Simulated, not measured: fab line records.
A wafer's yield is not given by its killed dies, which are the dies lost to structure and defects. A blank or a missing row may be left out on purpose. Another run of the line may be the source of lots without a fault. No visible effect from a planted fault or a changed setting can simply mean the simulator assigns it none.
Which of the tools did it? / flow sky130 / 39 wafers from 13 lots sampled at 5 of the route's 708 steps

== WHAT THE GAUGES READ, wafer by wafer ==
SKY_POLY_GATE_OVL_MEAS_14.
lot=L189; measured=day 16 05:41; on=overlay-01; POLY_GATE_OVL (nm)=-5 -5 -6
lot=L190; measured=day 16 20:14; on=overlay-02; POLY_GATE_OVL (nm)=5 5 5
lot=L191; measured=day 17 05:11; on=overlay-01; POLY_GATE_OVL (nm)=-13 -5 -7
lot=L192; measured=day 17 15:02; on=overlay-01; POLY_GATE_OVL (nm)=-6 -7 -8
lot=L194; measured=day 18 05:44; on=overlay-02; POLY_GATE_OVL (nm)=-14 -3 0
lot=L193; measured=day 18 18:49; on=overlay-02; POLY_GATE_OVL (nm)=-15 -6 -9
lot=L195; measured=day 19 12:41; on=overlay-02; POLY_GATE_OVL (nm)=-9 -7 -14
lot=L201; measured=day 21 09:53; on=overlay-02; POLY_GATE_OVL (nm)=-4 -5 -5
lot=L204; measured=day 21 21:32; on=overlay-02; POLY_GATE_OVL (nm)=-9 -8 -6
lot=L203; measured=day 22 01:19; on=overlay-02; POLY_GATE_OVL (nm)=-15 -1 -11
lot=L206; measured=day 22 20:14; on=overlay-01; POLY_GATE_OVL (nm)=2 -2 1
lot=L209; measured=day 23 19:08; on=overlay-02; POLY_GATE_OVL (nm)=-6 1 2
lot=L211; measured=day 24 07:34; on=overlay-01; POLY_GATE_OVL (nm)=-5 -3 -5

SKY_LDD_P_OVL_MEAS_08.
lot=L189; measured=day 18 22:25; on=overlay-02; LDD_P_OVL (nm)=-0.5 0.6 -0.7
lot=L190; measured=day 19 11:01; on=overlay-01; LDD_P_OVL (nm)=-1.2 -1.4 -3.1
lot=L191; measured=day 19 23:13; on=overlay-02; LDD_P_OVL (nm)=0.6 -1.1 -1.3
lot=L192; measured=day 20 08:47; on=overlay-01; LDD_P_OVL (nm)=1.7 0.7 -0.9
lot=L194; measured=day 20 23:17; on=overlay-02; LDD_P_OVL (nm)=0.8 -0.4 -0.9
lot=L193; measured=day 21 11:26; on=overlay-01; LDD_P_OVL (nm)=-1.6 -0.5 0.0
lot=L195; measured=day 22 04:40; on=overlay-01; LDD_P_OVL (nm)=-4.4 -0.9 -1.8
lot=L201; measured=day 23 23:41; on=overlay-02; LDD_P_OVL (nm)=-2.0 -4.4 -3.8
lot=L204; measured=day 24 12:28; on=overlay-01; LDD_P_OVL (nm)=-0.9 -1.1 -0.3
lot=L203; measured=day 24 18:26; on=overlay-01; LDD_P_OVL (nm)=-4.1 0.2 -1.1
lot=L206; measured=day 25 10:19; on=overlay-01; LDD_P_OVL (nm)=-1.8 -0.8 0.2
lot=L209; measured=day 26 08:11; on=overlay-02; LDD_P_OVL (nm)=0.6 -0.2 -1.4
lot=L211; measured=day 26 21:15; on=overlay-01; LDD_P_OVL (nm)=-1.5 -3.3 -3.2

SKY_LDD_HVN_OVL_MEAS_07.
lot=L189; measured=day 20 05:25; on=overlay-01; LDD_HVN_OVL (nm)=-1.0 0.5 -2.0
lot=L190; measured=day 20 16:59; on=overlay-01; LDD_HVN_OVL (nm)=-1.9 -0.7 -2.3
lot=L191; measured=day 21 05:50; on=overlay-02; LDD_HVN_OVL (nm)=-2.3 -0.8 -0.7
lot=L192; measured=day 21 14:49; on=overlay-01; LDD_HVN_OVL (nm)=0.8 0.6 0.4
lot=L194; measured=day 22 05:31; on=overlay-02; LDD_HVN_OVL (nm)=-1.0 -0.2 -2.3
lot=L193; measured=day 22 16:52; on=overlay-02; LDD_HVN_OVL (nm)=-0.4 2.0 1.8
lot=L195; measured=day 23 10:50; on=overlay-01; LDD_HVN_OVL (nm)=-1.8 -0.5 -1.0
lot=L201; measured=day 25 05:19; on=overlay-01; LDD_HVN_OVL (nm)=157.5 154.8 156.0
lot=L204; measured=day 25 17:46; on=overlay-02; LDD_HVN_OVL (nm)=-1.8 0.5 1.2
lot=L203; measured=day 25 23:46; on=overlay-02; LDD_HVN_OVL (nm)=155.4 154.9 156.7
lot=L206; measured=day 26 15:26; on=overlay-01; LDD_HVN_OVL (nm)=0.7 0.6 1.7
lot=L209; measured=day 27 13:49; on=overlay-02; LDD_HVN_OVL (nm)=-1.6 0.7 -0.3
lot=L211; measured=day 28 02:01; on=overlay-02; LDD_HVN_OVL (nm)=-1.5 -1.0 -0.9

SKY_LDD_HVP_TW_MEAS_10.
lot=L189; measured=day 21 12:17; on=filmMetro-01; LDD_HVP_TW=455.7 456.4 456.8
lot=L190; measured=day 22 00:20; on=filmMetro-01; LDD_HVP_TW=462.0 461.3 457.8
lot=L191; measured=day 22 12:44; on=filmMetro-01; LDD_HVP_TW=460.1 455.1 461.1
lot=L192; measured=day 22 21:23; on=filmMetro-02; LDD_HVP_TW=455.7 455.4 452.2
lot=L194; measured=day 23 12:09; on=filmMetro-02; LDD_HVP_TW=455.0 456.1 455.8
lot=L193; measured=day 23 22:56; on=filmMetro-02; LDD_HVP_TW=456.8 456.1 457.2
lot=L195; measured=day 24 16:27; on=filmMetro-03; LDD_HVP_TW=453.8 455.5 457.8
lot=L201; measured=day 26 11:06; on=filmMetro-02; LDD_HVP_TW=453.2 456.4 454.0
lot=L204; measured=day 26 23:27; on=filmMetro-01; LDD_HVP_TW=455.6 458.1 458.0
lot=L203; measured=day 27 05:44; on=filmMetro-01; LDD_HVP_TW=456.9 455.1 455.5
lot=L206; measured=day 27 20:51; on=filmMetro-02; LDD_HVP_TW=456.5 451.9 454.1
lot=L209; measured=day 28 18:46; on=filmMetro-02; LDD_HVP_TW=454.0 454.0 454.4
lot=L211; measured=day 29 06:26; on=filmMetro-02; LDD_HVP_TW=454.7 454.5 454.5

== EACH LOT AND THE TOOL THAT RAN IT (in order: tool; ch and the chambers of the sampled wafers; start) ==
lot=L189; SKY_LDD_HVN_EXPOSE_04=ilineStepper-02 ch 0, day 19 14:32
lot=L190; SKY_LDD_HVN_EXPOSE_04=ilineStepper-01 ch 0, day 20 02:00
lot=L191; SKY_LDD_HVN_EXPOSE_04=ilineStepper-01 ch 0, day 20 14:50
lot=L192; SKY_LDD_HVN_EXPOSE_04=ilineStepper-02 ch 0, day 21 00:09
lot=L194; SKY_LDD_HVN_EXPOSE_04=ilineStepper-01 ch 0, day 21 14:49
lot=L193; SKY_LDD_HVN_EXPOSE_04=ilineStepper-01 ch 0, day 22 03:05
lot=L195; SKY_LDD_HVN_EXPOSE_04=ilineStepper-01 ch 0, day 22 19:53
lot=L201; SKY_LDD_HVN_EXPOSE_04=ilineStepper-02 ch 0, day 24 14:55
lot=L204; SKY_LDD_HVN_EXPOSE_04=ilineStepper-01 ch 0, day 25 03:56
lot=L203; SKY_LDD_HVN_EXPOSE_04=ilineStepper-02 ch 0, day 25 08:53
lot=L206; SKY_LDD_HVN_EXPOSE_04=ilineStepper-01 ch 0, day 26 00:58
lot=L209; SKY_LDD_HVN_EXPOSE_04=ilineStepper-01 ch 0, day 26 23:02
lot=L211; SKY_LDD_HVN_EXPOSE_04=ilineStepper-01 ch 0, day 27 12:32
- SKY_LDD_HVN_EXPOSE_04: exposes mask HVNTM, target cd 700 nm.

== WHAT THE TOOLS THEMSELVES READ (means of the sampled wafers that have a number; where no wafer has one, the mark that the record gives instead) ==
The record holds no such reading with a usual standard deviation.

== THE ANSWER, worked out from the rows above alone ==
Rule: the usual values come from the lots themselves. Put in order of their means at a reading, lots are off if they are a third of the lots or fewer, leave a main group of 4 or more, and stand apart from it by a gap of 3 or more times the standard deviation of the main group's means; of several such gaps the widest counts. The tables above print the reading to a certain number of digits; a main group whose means all agree to those digits is not used. Also off: a lot with no number at a reading for which 4 or more lots have one. All remaining lots with rows at the step are treated as sound. Order of review: gauges by route order, followed by the tools' own readings, for which a lot's mean as printed above is used. At the first step where some lot is off, the reading lying furthest off is the one used; lots without a number count as furthest.
Off: at SKY_LDD_HVN_OVL_MEAS_07 (LDD_HVN_OVL), L201, L203. For the main group the mean is -0.4 nm and the standard deviation 0.93.
If a tool, at a process step before that reading, ran all the lots that are off and no sound lot after the first of them, it fits. The gauges at SKY_LDD_HVN_OVL_MEAS_07 are tried like those tools. One candidate fits, namely ilineStepper-02 at SKY_LDD_HVN_EXPOSE_04. A fault onset in the window from L192 (day 21 00:09, its last sound lot) to L201 (day 24 14:55, its first lot off) fits.

== WHAT HAD BEEN PUT IN BY THE SIMULATOR ==
Scanner matching overlay: ilineStepper-02, from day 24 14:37 on, at SKY_LDD_HVN_EXPOSE_04. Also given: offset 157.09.
Struck lots among those shown: L201, L203. This agrees with what the rule above found.
